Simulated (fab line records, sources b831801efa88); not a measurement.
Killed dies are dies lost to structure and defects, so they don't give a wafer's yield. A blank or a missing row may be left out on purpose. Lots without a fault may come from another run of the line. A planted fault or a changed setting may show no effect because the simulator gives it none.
Which tool did it? | flow gf180mcu | 14 lots, 42 wafers sampled, at 2 steps of a route of 602

WHAT THE GAUGES READ, wafer by wafer
GF_M4_OVL_MEAS_15. Usual: M4_OVL 2 nm, standard deviation 5.
lot  | measured     | on         | M4_OVL (nm) | flag
L341 | day 23 01:29 | overlay-02 | 2 10 1      |
L342 | day 23 13:04 | overlay-02 | -2 -3 1     |
L344 | day 24 07:48 | overlay-02 | -4 -5 4     |
L346 | day 24 20:30 | overlay-02 | 7 -8 -2     |
L347 | day 25 13:47 | overlay-02 | 1 7 3       |
L348 | day 26 04:06 | overlay-01 | 7 5 -4      |
L349 | day 26 07:53 | overlay-02 | 1 5 11      |
L353 | day 27 19:16 | overlay-02 | 10 8 9      |
L352 | day 27 19:37 | overlay-01 | 6 10 10     |
L354 | day 28 02:28 | overlay-01 | 3 12 8      |
L360 | day 29 11:02 | overlay-01 | 6 3 3       |
L362 | day 29 21:06 | overlay-02 | -2 -1 -4    |
L363 | day 30 04:56 | overlay-01 | 9 3 11      |
L364 | day 30 12:07 | overlay-01 | 0 6 0       |

WHICH TOOL RAN EACH LOT (tool, then ch and the chambers of the sampled wafers, then the start)
lot  | GF_M4_SPUTTER_03
L341 | pvd_sputter-02, day 22 01:11
L342 | pvd_sputter-03, day 22 14:17
L344 | pvd_sputter-02, day 23 08:33
L346 | pvd_sputter-03, day 23 21:57
L347 | pvd_sputter-03, day 24 16:09
L348 | pvd_sputter-01, day 25 06:49
L349 | pvd_sputter-02, day 25 10:56
L353 | pvd_sputter-03, day 26 23:17
L352 | pvd_sputter-01, day 26 23:41
L354 | pvd_sputter-02, day 27 06:08
L360 | pvd_sputter-01, day 28 16:20
L362 | pvd_sputter-03, day 29 02:22
L363 | pvd_sputter-02, day 29 10:34
L364 | pvd_sputter-03, day 29 18:17
- GF_M4_SPUTTER_03: material Ti, target thk 10 nm, time 6.7 s.

WHAT THE TOOLS THEMSELVES READ (means of the sampled wafers that have a number; where no wafer has one, the mark that the record gives instead)
GF_M4_SPUTTER_03. Usual: throttle_valve_pct 29.8 %, standard deviation 0.71.
lot  | tool           | throttle_valve_pct (%) | flag
L341 | pvd_sputter-02 | 29.5                   |
L342 | pvd_sputter-03 | 30.3                   |
L344 | pvd_sputter-02 | 29.6                   |
L346 | pvd_sputter-03 | 30.5                   |
L347 | pvd_sputter-03 | 29.9                   |
L348 | pvd_sputter-01 | 30.5                   |
L349 | pvd_sputter-02 | 29.7                   |
L353 | pvd_sputter-03 | 30.3                   |
L352 | pvd_sputter-01 | 29.9                   |
L354 | pvd_sputter-02 | 29.4                   |
L360 | pvd_sputter-01 | 30.0                   |
L362 | pvd_sputter-03 | 30.5                   |
L363 | pvd_sputter-02 | 29.1                   |
L364 | pvd_sputter-03 | 30.2                   |

THE ANSWER, worked out from the rows above alone
Rule: a lot is off if the mean of its wafers that have a number lies more than 3 standard deviations from the usual mean. A lot without any number at a reading at which 4 lots or more have one is off too. The other lots that the step has rows for count as sound. The gauges are gone through in route order, then the tools' own readings, and for those a lot's mean is taken as printed above. The first step at which some lot is off is used, and at that step the reading that is off furthest; a lot without a number counts as furthest.
No lot is off at any reading shown: from this, nothing can be told.

WHAT THE SIMULATOR HAD PUT IN
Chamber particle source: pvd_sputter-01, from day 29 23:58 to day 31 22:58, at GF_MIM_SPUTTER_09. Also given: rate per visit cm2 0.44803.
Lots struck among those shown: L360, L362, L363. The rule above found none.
